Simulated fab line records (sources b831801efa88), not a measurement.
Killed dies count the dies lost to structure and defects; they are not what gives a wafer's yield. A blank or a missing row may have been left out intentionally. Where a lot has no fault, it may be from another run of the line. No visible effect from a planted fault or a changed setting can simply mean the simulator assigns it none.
Which tool did it? || flow gf180mcu || 14 lots with 42 wafers sampled at 5 steps, on a route of 602 steps

== WHAT THE GAUGES SHOWED, per wafer ==
The record lacks any reading of a measuring or inspecting step that a usual standard deviation could be used to judge.

== EACH LOT AND THE TOOL THAT RAN IT (in order: tool; ch and the chambers of the sampled wafers; start) ==
{"lot": "L623", "GF_M5_METAL_ETCH_10": "rie_metal-02 ch 0, day 26 17:04", "GF_V5_CMP_04": "cmp-01 ch 0,2, day 26 18:07", "GF_V5_ETCH_17": "rie_diel-03 ch 1,2,3, day 27 16:28 or earlier", "GF_TOP_METAL_SPUTTER_01": "pvd_sputter-04, day 27 16:28", "GF_TOP_METAL_SPUTTER_02": "pvd_sputter-04, day 27 16:29"}
{"lot": "L624", "GF_M5_METAL_ETCH_10": "rie_metal-01 ch 0,1, day 27 10:39", "GF_V5_CMP_04": "cmp-01 ch 0,1, day 27 11:35", "GF_V5_ETCH_17": "rie_diel-01 ch 1,3, day 28 09:28 or earlier", "GF_TOP_METAL_SPUTTER_01": "pvd_sputter-01, day 28 09:28", "GF_TOP_METAL_SPUTTER_02": "pvd_sputter-01, day 28 09:30"}
{"lot": "L625", "GF_M5_METAL_ETCH_10": "rie_metal-04 ch 0,1, day 27 13:12", "GF_V5_CMP_04": "cmp-01 ch 0,2,3, day 27 14:13", "GF_V5_ETCH_17": "rie_diel-04 ch 0,1,2, day 28 12:32 or earlier", "GF_TOP_METAL_SPUTTER_01": "pvd_sputter-01, day 28 12:32", "GF_TOP_METAL_SPUTTER_02": "pvd_sputter-01, day 28 12:35"}
{"lot": "L626", "GF_M5_METAL_ETCH_10": "rie_metal-02 ch 0,1, day 27 22:54", "GF_V5_CMP_04": "cmp-02 ch 0,1,3, day 27 23:59", "GF_V5_ETCH_17": "rie_diel-04 ch 2,3, day 28 21:58 or earlier", "GF_TOP_METAL_SPUTTER_01": "pvd_sputter-03, day 28 21:58", "GF_TOP_METAL_SPUTTER_02": "pvd_sputter-03, day 28 22:00"}
{"lot": "L627", "GF_M5_METAL_ETCH_10": "rie_metal-01 ch 0,1, day 28 03:59", "GF_V5_CMP_04": "cmp-01 ch 0,1, day 28 04:55", "GF_V5_ETCH_17": "rie_diel-04 ch 2,3, day 29 02:37 or earlier", "GF_TOP_METAL_SPUTTER_01": "pvd_sputter-01, day 29 02:37", "GF_TOP_METAL_SPUTTER_02": "pvd_sputter-01, day 29 02:38"}
{"lot": "L628", "GF_M5_METAL_ETCH_10": "rie_metal-04 ch 0,1, day 28 11:58", "GF_V5_CMP_04": "cmp-02 ch 0,1, day 28 12:56", "GF_V5_ETCH_17": "rie_diel-04 ch 0,3, day 29 10:39 or earlier", "GF_TOP_METAL_SPUTTER_01": "pvd_sputter-04, day 29 10:39", "GF_TOP_METAL_SPUTTER_02": "pvd_sputter-04, day 29 10:41"}
{"lot": "L629", "GF_M5_METAL_ETCH_10": "rie_metal-01 ch 0,1, day 28 17:27", "GF_V5_CMP_04": "cmp-02 ch 1,3, day 28 18:25", "GF_V5_ETCH_17": "rie_diel-04 ch 0,1,3, day 29 15:18 or earlier", "GF_TOP_METAL_SPUTTER_01": "pvd_sputter-03, day 29 15:18", "GF_TOP_METAL_SPUTTER_02": "pvd_sputter-03, day 29 15:20"}
{"lot": "L636", "GF_M5_METAL_ETCH_10": "rie_metal-04 ch 1, day 30 18:31", "GF_V5_CMP_04": "cmp-01 ch 0,1,3, day 30 19:38", "GF_V5_ETCH_17": "rie_diel-03 ch 0,2, day 31 14:57 or earlier", "GF_TOP_METAL_SPUTTER_01": "pvd_sputter-04, day 31 14:57", "GF_TOP_METAL_SPUTTER_02": "pvd_sputter-04, day 31 14:59"}
{"lot": "L638", "GF_M5_METAL_ETCH_10": "rie_metal-04 ch 1, day 31 01:57", "GF_V5_CMP_04": "cmp-02 ch 0,1,2, day 31 03:46", "GF_V5_ETCH_17": "rie_diel-03 ch 1,2,3, day 31 23:20 or earlier", "GF_TOP_METAL_SPUTTER_01": "pvd_sputter-04, day 31 23:20", "GF_TOP_METAL_SPUTTER_02": "pvd_sputter-04, day 31 23:22"}
{"lot": "L637", "GF_M5_METAL_ETCH_10": "rie_metal-01 ch 0,1, day 31 02:54", "GF_V5_CMP_04": "cmp-02 ch 2,3, day 31 04:19", "GF_V5_ETCH_17": "rie_diel-04 ch 0,1,3, day 31 23:44 or earlier", "GF_TOP_METAL_SPUTTER_01": "pvd_sputter-03, day 31 23:44", "GF_TOP_METAL_SPUTTER_02": "pvd_sputter-03, day 31 23:47"}
{"lot": "L639", "GF_M5_METAL_ETCH_10": "rie_metal-02 ch 0,1, day 31 16:17", "GF_V5_CMP_04": "cmp-02 ch 2,3, day 31 17:13", "GF_V5_ETCH_17": "rie_diel-01 ch 0,2,3, day 32 12:20 or earlier", "GF_TOP_METAL_SPUTTER_01": "pvd_sputter-04, day 32 12:20", "GF_TOP_METAL_SPUTTER_02": "pvd_sputter-04, day 32 12:22"}
{"lot": "L641", "GF_M5_METAL_ETCH_10": "rie_metal-02 ch 0,1, day 32 09:23", "GF_V5_CMP_04": "cmp-02 ch 0,1,2, day 32 11:08", "GF_V5_ETCH_17": "rie_diel-04 ch 1,2,3, day 33 05:21 or earlier", "GF_TOP_METAL_SPUTTER_01": "pvd_sputter-03, day 33 05:21", "GF_TOP_METAL_SPUTTER_02": "pvd_sputter-03, day 33 05:23"}
{"lot": "L642", "GF_M5_METAL_ETCH_10": "rie_metal-01 ch 0,1, day 32 11:41", "GF_V5_CMP_04": "cmp-01 ch 1,2,3, day 32 12:56", "GF_V5_ETCH_17": "rie_diel-04 ch 0,3, day 33 06:46 or earlier", "GF_TOP_METAL_SPUTTER_01": "pvd_sputter-01, day 33 06:46", "GF_TOP_METAL_SPUTTER_02": "pvd_sputter-01, day 33 06:48"}
{"lot": "L643", "GF_M5_METAL_ETCH_10": "rie_metal-01 ch 1, day 32 12:24", "GF_V5_CMP_04": "cmp-01 ch 0,3, day 32 13:50", "GF_V5_ETCH_17": "rie_diel-01 ch 1,2,3, day 33 09:10 or earlier", "GF_TOP_METAL_SPUTTER_01": "pvd_sputter-03, day 33 09:10", "GF_TOP_METAL_SPUTTER_02": "pvd_sputter-03, day 33 09:12"}
- GF_M5_METAL_ETCH_10: etches the open film in Cl2/BCl3, stops on SiO2, target depth 627.5 nm, time 104.6 s.
- GF_V5_CMP_04: polishes SiO2.
- GF_V5_ETCH_17: etches SiO2 in C4F8/O2/Ar, stops on TiN, target depth 855 nm.
- GF_TOP_METAL_SPUTTER_01: material TiN, target thk 30 nm, time 25 s.
- GF_TOP_METAL_SPUTTER_02: material AlCu, target thk 900 nm, time 47.82 s.

== AS READ BY THE TOOLS THEMSELVES (means over the sampled wafers that have a number; for cases with no such wafer, the mark the record gives instead) ==
GF_M5_METAL_ETCH_10. Usual: drypump_motor_current_A 5.4 A, standard deviation 0.41; he_backside_leak_sccm 3.51 sccm, standard deviation 0.26; oes_product_au 0.971 a.u., standard deviation 0.0064; throttle_valve_pct 28.252 %, standard deviation 0.01.
{"lot": "L623", "tool": "rie_metal-02", "drypump_motor_current_A (A)": 5.3, "he_backside_leak_sccm (sccm)": 3.28, "oes_product_au (a.u.)": 0.972, "throttle_valve_pct (%)": 28.256, "flag": ""}
{"lot": "L624", "tool": "rie_metal-01", "drypump_motor_current_A (A)": 5.8, "he_backside_leak_sccm (sccm)": 3.61, "oes_product_au (a.u.)": 0.970, "throttle_valve_pct (%)": 28.248, "flag": ""}
{"lot": "L625", "tool": "rie_metal-04", "drypump_motor_current_A (A)": 5.3, "he_backside_leak_sccm (sccm)": 3.40, "oes_product_au (a.u.)": 0.969, "throttle_valve_pct (%)": 28.251, "flag": ""}
{"lot": "L626", "tool": "rie_metal-02", "drypump_motor_current_A (A)": 5.5, "he_backside_leak_sccm (sccm)": 3.51, "oes_product_au (a.u.)": 0.973, "throttle_valve_pct (%)": 28.255, "flag": ""}
{"lot": "L627", "tool": "rie_metal-01", "drypump_motor_current_A (A)": 5.8, "he_backside_leak_sccm (sccm)": 3.45, "oes_product_au (a.u.)": 0.962, "throttle_valve_pct (%)": 28.264, "flag": ""}
{"lot": "L628", "tool": "rie_metal-04", "drypump_motor_current_A (A)": 5.2, "he_backside_leak_sccm (sccm)": 3.57, "oes_product_au (a.u.)": 0.971, "throttle_valve_pct (%)": 28.241, "flag": ""}
{"lot": "L629", "tool": "rie_metal-01", "drypump_motor_current_A (A)": 5.4, "he_backside_leak_sccm (sccm)": 3.51, "oes_product_au (a.u.)": 0.969, "throttle_valve_pct (%)": 28.263, "flag": ""}
{"lot": "L636", "tool": "rie_metal-04", "drypump_motor_current_A (A)": 5.0, "he_backside_leak_sccm (sccm)": 3.51, "oes_product_au (a.u.)": 0.967, "throttle_valve_pct (%)": 28.252, "flag": ""}
{"lot": "L638", "tool": "rie_metal-04", "drypump_motor_current_A (A)": 5.0, "he_backside_leak_sccm (sccm)": 3.51, "oes_product_au (a.u.)": 0.973, "throttle_valve_pct (%)": 28.248, "flag": ""}
{"lot": "L637", "tool": "rie_metal-01", "drypump_motor_current_A (A)": 5.8, "he_backside_leak_sccm (sccm)": 3.73, "oes_product_au (a.u.)": 0.975, "throttle_valve_pct (%)": 28.243, "flag": ""}
{"lot": "L639", "tool": "rie_metal-02", "drypump_motor_current_A (A)": 5.6, "he_backside_leak_sccm (sccm)": 3.46, "oes_product_au (a.u.)": 0.972, "throttle_valve_pct (%)": 28.257, "flag": ""}
{"lot": "L641", "tool": "rie_metal-02", "drypump_motor_current_A (A)": 5.4, "he_backside_leak_sccm (sccm)": 3.36, "oes_product_au (a.u.)": 0.968, "throttle_valve_pct (%)": 28.245, "flag": ""}
{"lot": "L642", "tool": "rie_metal-01", "drypump_motor_current_A (A)": 5.8, "he_backside_leak_sccm (sccm)": 3.49, "oes_product_au (a.u.)": 0.980, "throttle_valve_pct (%)": 28.247, "flag": ""}
{"lot": "L643", "tool": "rie_metal-01", "drypump_motor_current_A (A)": 5.1, "he_backside_leak_sccm (sccm)": 3.57, "oes_product_au (a.u.)": 0.970, "throttle_valve_pct (%)": 28.257, "flag": ""}

GF_V5_CMP_04. Usual: motor_current_A 12.5 A, standard deviation 1.
{"lot": "L623", "tool": "cmp-01", "motor_current_A (A)": 11.8, "flag": ""}
{"lot": "L624", "tool": "cmp-01", "motor_current_A (A)": 12.0, "flag": ""}
{"lot": "L625", "tool": "cmp-01", "motor_current_A (A)": 12.4, "flag": ""}
{"lot": "L626", "tool": "cmp-02", "motor_current_A (A)": 12.5, "flag": ""}
{"lot": "L627", "tool": "cmp-01", "motor_current_A (A)": 11.9, "flag": ""}
{"lot": "L628", "tool": "cmp-02", "motor_current_A (A)": 13.1, "flag": ""}
{"lot": "L629", "tool": "cmp-02", "motor_current_A (A)": 11.3, "flag": ""}
{"lot": "L636", "tool": "cmp-01", "motor_current_A (A)": 11.9, "flag": ""}
{"lot": "L638", "tool": "cmp-02", "motor_current_A (A)": 12.4, "flag": ""}
{"lot": "L637", "tool": "cmp-02", "motor_current_A (A)": 12.8, "flag": ""}
{"lot": "L639", "tool": "cmp-02", "motor_current_A (A)": 12.8, "flag": ""}
{"lot": "L641", "tool": "cmp-02", "motor_current_A (A)": 12.2, "flag": ""}
{"lot": "L642", "tool": "cmp-01", "motor_current_A (A)": 12.6, "flag": ""}
{"lot": "L643", "tool": "cmp-01", "motor_current_A (A)": 12.3, "flag": ""}

GF_V5_ETCH_17. Usual: oes_product_au 0.859 a.u., standard deviation 0.0043.
{"lot": "L623", "tool": "rie_diel-03", "oes_product_au (a.u.)": 0.857, "flag": ""}
{"lot": "L624", "tool": "rie_diel-01", "oes_product_au (a.u.)": 0.865, "flag": ""}
{"lot": "L625", "tool": "rie_diel-04", "oes_product_au (a.u.)": 0.900, "flag": "OFF"}
{"lot": "L626", "tool": "rie_diel-04", "oes_product_au (a.u.)": 0.863, "flag": ""}
{"lot": "L627", "tool": "rie_diel-04", "oes_product_au (a.u.)": 0.902, "flag": "OFF"}
{"lot": "L628", "tool": "rie_diel-04", "oes_product_au (a.u.)": 0.858, "flag": ""}
{"lot": "L629", "tool": "rie_diel-04", "oes_product_au (a.u.)": 0.861, "flag": ""}
{"lot": "L636", "tool": "rie_diel-03", "oes_product_au (a.u.)": 0.858, "flag": ""}
{"lot": "L638", "tool": "rie_diel-03", "oes_product_au (a.u.)": 0.861, "flag": ""}
{"lot": "L637", "tool": "rie_diel-04", "oes_product_au (a.u.)": 0.862, "flag": ""}
{"lot": "L639", "tool": "rie_diel-01", "oes_product_au (a.u.)": 0.856, "flag": ""}
{"lot": "L641", "tool": "rie_diel-04", "oes_product_au (a.u.)": 0.860, "flag": ""}
{"lot": "L642", "tool": "rie_diel-04", "oes_product_au (a.u.)": 0.859, "flag": ""}
{"lot": "L643", "tool": "rie_diel-01", "oes_product_au (a.u.)": 0.859, "flag": ""}

GF_TOP_METAL_SPUTTER_01. Usual: throttle_valve_pct 30.4 %, standard deviation 1.2.
{"lot": "L623", "tool": "pvd_sputter-04", "throttle_valve_pct (%)": 30.5, "flag": ""}
{"lot": "L624", "tool": "pvd_sputter-01", "throttle_valve_pct (%)": 30.7, "flag": ""}
{"lot": "L625", "tool": "pvd_sputter-01", "throttle_valve_pct (%)": 30.8, "flag": ""}
{"lot": "L626", "tool": "pvd_sputter-03", "throttle_valve_pct (%)": 29.4, "flag": ""}
{"lot": "L627", "tool": "pvd_sputter-01", "throttle_valve_pct (%)": 31.0, "flag": ""}
{"lot": "L628", "tool": "pvd_sputter-04", "throttle_valve_pct (%)": 29.9, "flag": ""}
{"lot": "L629", "tool": "pvd_sputter-03", "throttle_valve_pct (%)": 30.0, "flag": ""}
{"lot": "L636", "tool": "pvd_sputter-04", "throttle_valve_pct (%)": 30.8, "flag": ""}
{"lot": "L638", "tool": "pvd_sputter-04", "throttle_valve_pct (%)": 30.3, "flag": ""}
{"lot": "L637", "tool": "pvd_sputter-03", "throttle_valve_pct (%)": 29.2, "flag": ""}
{"lot": "L639", "tool": "pvd_sputter-04", "throttle_valve_pct (%)": 30.4, "flag": ""}
{"lot": "L641", "tool": "pvd_sputter-03", "throttle_valve_pct (%)": 30.7, "flag": ""}
{"lot": "L642", "tool": "pvd_sputter-01", "throttle_valve_pct (%)": 31.4, "flag": ""}
{"lot": "L643", "tool": "pvd_sputter-03", "throttle_valve_pct (%)": 30.4, "flag": ""}

GF_TOP_METAL_SPUTTER_02. Usual: throttle_valve_pct 30.4 %, standard deviation 1.2.
{"lot": "L623", "tool": "pvd_sputter-04", "throttle_valve_pct (%)": 30.6, "flag": ""}
{"lot": "L624", "tool": "pvd_sputter-01", "throttle_valve_pct (%)": 30.7, "flag": ""}
{"lot": "L625", "tool": "pvd_sputter-01", "throttle_valve_pct (%)": 30.8, "flag": ""}
{"lot": "L626", "tool": "pvd_sputter-03", "throttle_valve_pct (%)": 29.3, "flag": ""}
{"lot": "L627", "tool": "pvd_sputter-01", "throttle_valve_pct (%)": 31.1, "flag": ""}
{"lot": "L628", "tool": "pvd_sputter-04", "throttle_valve_pct (%)": 30.1, "flag": ""}
{"lot": "L629", "tool": "pvd_sputter-03", "throttle_valve_pct (%)": 30.0, "flag": ""}
{"lot": "L636", "tool": "pvd_sputter-04", "throttle_valve_pct (%)": 30.6, "flag": ""}
{"lot": "L638", "tool": "pvd_sputter-04", "throttle_valve_pct (%)": 30.2, "flag": ""}
{"lot": "L637", "tool": "pvd_sputter-03", "throttle_valve_pct (%)": 28.9, "flag": ""}
{"lot": "L639", "tool": "pvd_sputter-04", "throttle_valve_pct (%)": 30.5, "flag": ""}
{"lot": "L641", "tool": "pvd_sputter-03", "throttle_valve_pct (%)": 30.5, "flag": ""}
{"lot": "L642", "tool": "pvd_sputter-01", "throttle_valve_pct (%)": 31.5, "flag": ""}
{"lot": "L643", "tool": "pvd_sputter-03", "throttle_valve_pct (%)": 30.4, "flag": ""}

== THE ANSWER, worked out from the rows above alone ==
Rule: a lot is off if the mean of its wafers that have a number lies more than 3 standard deviations from the usual mean. A lot without any number at a reading at which 4 lots or more have one is off too. The other lots that the step has rows for count as sound. The gauges are gone through in route order, then the tools' own readings, and for those a lot's mean is taken as printed above. At the first step where some lot is off, the reading lying furthest off is the one used; lots without a number count as furthest.
Off at GF_V5_ETCH_17 (oes_product_au): L625, L627.
If a tool, at that step or one of the process steps before it, ran each lot that is off and ran no sound lot following the first of them, it fits. GF_V5_ETCH_17 gives no start for some lots, so the hours and the order of its lots are those of GF_TOP_METAL_SPUTTER_01. Of those tried, none fits.

== WHAT THE SIMULATOR PUT IN ==
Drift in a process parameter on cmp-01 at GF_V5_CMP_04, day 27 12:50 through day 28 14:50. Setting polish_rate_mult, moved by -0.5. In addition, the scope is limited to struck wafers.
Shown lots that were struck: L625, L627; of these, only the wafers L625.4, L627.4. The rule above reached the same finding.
